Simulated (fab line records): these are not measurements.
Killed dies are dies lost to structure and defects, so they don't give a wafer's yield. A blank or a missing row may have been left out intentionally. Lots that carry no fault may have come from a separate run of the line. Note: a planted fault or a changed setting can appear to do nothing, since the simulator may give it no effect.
One fault seen from 2 desks | flow sky130 | each desk has only its own numbers; what lay behind them comes last

== DESK OF THE TOOL OWNER: rie diel-01 ==
The tool's own readings at SKY_POLY_GATE_ETCH_15 (etches BARC in N2/H2, stops on SiO2, time 118.5 s, target depth 110 nm): means of the sampled wafers that have a number, for each lot that ran on this tool. Any lot whose mean is over 4 standard deviations away from the usual mean is out of limits and marked OUT; that distance is given in the brackets.
Columns: A = bias w at SKY_POLY_GATE_ETCH_15, usual 100.02 W; B = drypump motor current A at SKY_POLY_GATE_ETCH_15, usual 5.6 A; C = oes product au at SKY_POLY_GATE_ETCH_15, usual 0.717 a.u.; D = rf fwd power W at SKY_POLY_GATE_ETCH_15, usual 496.9 W; E = throttle valve pct at SKY_POLY_GATE_ETCH_15, usual 13.210 %
lot  | first seen here | A                | B   | C     | D     | E
L276 | day 18 20:34    | 99.71            | 5.6 | 0.720 | 494.6 | 13.204
L278 | day 20 02:59    | 100.14           | 5.3 | 0.712 | 495.4 | 13.213
L287 | day 23 09:17    | 104.69 (+16) OUT | 5.5 | 0.717 | 495.4 | 13.217
Finding of this desk: L287 out of limits; the first was L287 at day 23 09:17, on bias w at SKY_POLY_GATE_ETCH_15. L276, L278 stayed within limits.

== AT THE METROLOGY DESK ==
What the gauges read, lot by lot, whatever tool the lot ran on: means of the sampled wafers that have a number. Any lot whose mean is over 4 standard deviations away from the usual mean is out of limits and marked OUT; that distance is given in the brackets.
Columns: A = POLY_GATE_CVD_03_THK at SKY_POLY_GATE_THK_MEAS_04, usual 74.6 nm; B = cd nm at SKY_POLY_GATE_CD_MEAS_13, usual 150.1 nm; C = POLY_GATE_OVL at SKY_POLY_GATE_OVL_MEAS_14, usual -6 nm
lot  | first seen here | A    | B     | C
L276 | day 17 14:03    | 75.2 | 150.8 | 1
L278 | day 18 19:21    | 73.7 | 149.7 | -9
L287 | day 22 02:40    | 74.4 | 149.4 | -14
L290 | day 23 09:15    | 74.3 | 149.7 | -8
L292 | day 23 22:56    | 73.9 | 148.8 | -5
This desk's finding: nothing out of limits on any of the 5 lots.

== BROUGHT TOGETHER ==
At day 23 09:17, on L287, the tool owner's desk was in a position to raise an alarm.
From the metrology desk's view, nothing was out of limits.
The metrology desk has L287 on record, within its limits.
The lots listed all ran SKY_POLY_GATE_ETCH_15 on rie diel-01.

== WHAT THE SIMULATOR PUT IN ==
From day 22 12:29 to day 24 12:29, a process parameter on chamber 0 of rie diel-01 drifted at SKY_POLY_GATE_ETCH_15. Setting bias w shifted by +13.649 from 100. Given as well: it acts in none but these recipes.
Struck lots among those shown: L287.
Delay in hours, fault start to first out-of-limits reading, by desk: the tool owner's desk at 21.
